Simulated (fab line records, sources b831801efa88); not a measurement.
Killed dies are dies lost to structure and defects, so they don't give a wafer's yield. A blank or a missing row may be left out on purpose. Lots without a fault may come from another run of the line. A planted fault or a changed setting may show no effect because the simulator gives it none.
Which tool did it? | flow sky130 | 13 lots, 39 wafers sampled, at 5 steps of a route of 708

WHAT THE GAUGES READ, wafer by wafer
SKY_POLY_GATE_OVL_MEAS_14. Usual: POLY_GATE_OVL -1 nm, standard deviation 5.7.
lot  | measured     | on         | POLY_GATE_OVL (nm) | flag
L894 | day 16 13:05 | overlay-02 | -7 -3 0            |
L896 | day 16 23:14 | overlay-02 | 4 2 1              |
L900 | day 19 05:46 | overlay-01 | 3 11 -8            |
L901 | day 19 06:43 | overlay-01 | 1 -7 -2            |
L906 | day 20 23:26 | overlay-01 | -6 5 -2            |
L905 | day 20 23:38 | overlay-02 | -5 -6 0            |
L908 | day 21 09:43 | overlay-02 | -6 -2 -4           |
L907 | day 21 12:31 | overlay-02 | -17 -6 -11         |
L911 | day 22 10:59 | overlay-01 | 2 4 -1             |
L913 | day 23 01:19 | overlay-02 | 5 0 1              |
L914 | day 23 12:35 | overlay-02 | 2 -5 7             |
L915 | day 24 00:13 | overlay-01 | 1 2 10             |
L917 | day 25 01:01 | overlay-01 | -3 -1 -4           |

SKY_LDD_N_OVL_MEAS_07. Usual: LDD_N_OVL -1.6 nm, standard deviation 1.6.
lot  | measured     | on         | LDD_N_OVL (nm) | flag
L894 | day 17 19:40 | overlay-02 | 0.9 -0.3 -0.3  |
L896 | day 18 06:56 | overlay-02 | -3.1 -1.9 -2.2 |
L900 | day 20 13:31 | overlay-02 | -2.6 -1.4 -2.8 |
L901 | day 20 15:01 | overlay-01 | -3.3 -4.7 -2.0 |
L906 | day 22 09:40 | overlay-01 | -2.2 -0.5 0.0  |
L905 | day 22 09:58 | overlay-02 | -1.8 -2.2 -1.0 |
L908 | day 22 17:26 | overlay-01 | 2.3 0.9 1.1    |
L907 | day 22 20:52 | overlay-01 | -2.1 -2.3 -1.8 |
L911 | day 23 20:52 | overlay-01 | 0.1 -0.5 -1.0  |
L913 | day 24 09:58 | overlay-01 | -2.3 0.0 -2.9  |
L914 | day 24 18:31 | overlay-01 | -3.7 -3.4 -3.9 |
L915 | day 25 07:25 | overlay-01 | -0.5 -1.7 -1.2 |
L917 | day 26 08:24 | overlay-02 | 1.5 0.4 0.0    |

SKY_LDD_HVP_OVL_MEAS_07. Usual: LDD_HVP_OVL -0.6 nm, standard deviation 1.2.
lot  | measured     | on         | LDD_HVP_OVL (nm) | flag
L894 | day 21 14:40 | overlay-01 | -1.4 -2.7 -1.3   |
L896 | day 22 04:07 | overlay-02 | 0.7 -0.3 -0.7    |
L900 | day 24 09:10 | overlay-02 | 1.1 -0.3 -2.4    |
L901 | day 24 10:52 | overlay-02 | -2.1 -2.9 -2.0   |
L906 | day 26 03:41 | overlay-02 | -1.0 -1.5 1.0    |
L905 | day 26 04:27 | overlay-02 | 0.2 0.1 0.6      |
L908 | day 26 11:34 | overlay-01 | -2.9 -2.8 0.0    |
L907 | day 26 14:38 | overlay-01 | 2.8 0.2 0.9      |
L911 | day 27 15:07 | overlay-01 | 0.2 -0.7 0.0     |
L913 | day 28 02:49 | overlay-01 | -1.6 -0.8 -2.3   |
L914 | day 28 12:13 | overlay-01 | -1.3 -1.2 -0.9   |
L915 | day 29 01:37 | overlay-02 | 0.5 0.4 1.5      |
L917 | day 30 01:04 | overlay-01 | -0.6 -1.8 0.6    |

SKY_LDD_HVP_TW_MEAS_10. Usual: LDD_HVP_TW 459.5, standard deviation 2.7.
lot  | measured     | on            | LDD_HVP_TW        | flag
L894 | day 21 14:58 | film_metro-03 | 461.4 461.0 459.2 |
L896 | day 22 04:24 | film_metro-03 | 463.9 462.4 460.6 |
L900 | day 24 09:27 | film_metro-02 | 455.7 461.6 456.2 |
L901 | day 24 11:10 | film_metro-03 | 456.4 458.4 457.4 |
L906 | day 26 03:59 | film_metro-03 | 473.6 474.1 471.8 | OFF
L905 | day 26 04:44 | film_metro-01 | 468.3 468.9 471.1 | OFF
L908 | day 26 11:52 | film_metro-03 | 459.3 459.2 460.3 |
L907 | day 26 14:56 | film_metro-03 | 459.6 457.3 460.2 |
L911 | day 27 15:24 | film_metro-03 | 455.1 456.8 455.8 |
L913 | day 28 03:06 | film_metro-01 | 454.0 451.8 452.7 |
L914 | day 28 12:31 | film_metro-03 | 464.2 461.5 460.3 |
L915 | day 29 02:04 | film_metro-02 | 463.1 463.7 464.4 |
L917 | day 30 01:21 | film_metro-03 | 458.1 456.3 459.3 |

WHICH TOOL RAN EACH LOT (tool, then ch and the chambers of the sampled wafers, then the start)
lot  | SKY_LDD_HVP_IMPLANT_08
L894 | implanter-01 ch 0, day 21 14:46
L896 | implanter-01 ch 0, day 22 04:10
L900 | implanter-02 ch 0, day 24 09:13
L901 | implanter-04 ch 0, day 24 10:55
L906 | implanter-02 ch 0, day 26 03:44
L905 | implanter-02 ch 0, day 26 04:29
L908 | implanter-04 ch 0, day 26 11:37
L907 | implanter-01 ch 0, day 26 14:41
L911 | implanter-04 ch 0, day 27 15:10
L913 | implanter-04 ch 0, day 28 02:51
L914 | implanter-02 ch 0, day 28 12:18
L915 | implanter-04 ch 0, day 29 01:44
L917 | implanter-04 ch 0, day 30 01:06
- SKY_LDD_HVP_IMPLANT_08

WHAT THE TOOLS THEMSELVES READ (means of the sampled wafers that have a number; where no wafer has one, the mark that the record gives instead)
SKY_LDD_HVP_IMPLANT_08. Usual: beam_on_s 10.01 s, standard deviation 0.2; dose_ions_cm2 1.7003e+13, standard deviation 2e+10; end_station_pressure_torr 5.11e-06 Torr, standard deviation 2.6e-07; faraday_current_uA 95.8, standard deviation 1.9.
lot  | tool         | beam_on_s (s) | dose_ions_cm2 | end_station_pressure_torr (Torr) | faraday_current_uA | flag
L894 | implanter-01 | 10.01         | 1.7042e+13    | 4.94e-06                         | 96.1               |
L896 | implanter-01 | 9.90          | 1.7007e+13    | 4.97e-06                         | 96.7               |
L900 | implanter-02 | 10.11         | 1.7004e+13    | 5.12e-06                         | 94.7               |
L901 | implanter-04 | 10.18         | 1.7017e+13    | 5.32e-06                         | 94.4               |
L906 | implanter-02 | 10.93         | 1.6994e+13    | 6.11e-05                         | 84.7               | OFF
L905 | implanter-02 | 10.88         | 1.6988e+13    | 6.18e-05                         | 85.0               | OFF
L908 | implanter-04 | 10.10         | 1.6988e+13    | 5.11e-06                         | 95.1               |
L907 | implanter-01 | 9.94          | 1.6998e+13    | 4.97e-06                         | 96.4               |
L911 | implanter-04 | 9.94          | 1.6999e+13    | 5.02e-06                         | 96.2               |
L913 | implanter-04 | 9.90          | 1.7006e+13    | 5.17e-06                         | 96.8               |
L914 | implanter-02 | 9.97          | 1.6996e+13    | 5.19e-06                         | 96.1               |
L915 | implanter-04 | 10.06         | 1.6983e+13    | 4.98e-06                         | 95.3               |
L917 | implanter-04 | 10.13         | 1.7016e+13    | 5.07e-06                         | 94.7               |

THE ANSWER, worked out from the rows above alone
Rule: a lot is off if the mean of its wafers that have a number lies more than 3 standard deviations from the usual mean. A lot without any number at a reading at which 4 lots or more have one is off too. The other lots that the step has rows for count as sound. The gauges are gone through in route order, then the tools' own readings, and for those a lot's mean is taken as printed above. The first step at which some lot is off is used, and at that step the reading that is off furthest; a lot without a number counts as furthest.
Off: L906, L905, at SKY_LDD_HVP_TW_MEAS_10 (LDD_HVP_TW).
A tool fits if, at a process step before that reading, it ran every lot that is off, and no sound lot after the first of them. The gauges at SKY_LDD_HVP_TW_MEAS_10 aren't tried: what is off there is off at SKY_LDD_HVP_IMPLANT_08 too, on other tools, and a gauge's error can't cause that. None of those tried fits.

WHAT THE SIMULATOR HAD PUT IN
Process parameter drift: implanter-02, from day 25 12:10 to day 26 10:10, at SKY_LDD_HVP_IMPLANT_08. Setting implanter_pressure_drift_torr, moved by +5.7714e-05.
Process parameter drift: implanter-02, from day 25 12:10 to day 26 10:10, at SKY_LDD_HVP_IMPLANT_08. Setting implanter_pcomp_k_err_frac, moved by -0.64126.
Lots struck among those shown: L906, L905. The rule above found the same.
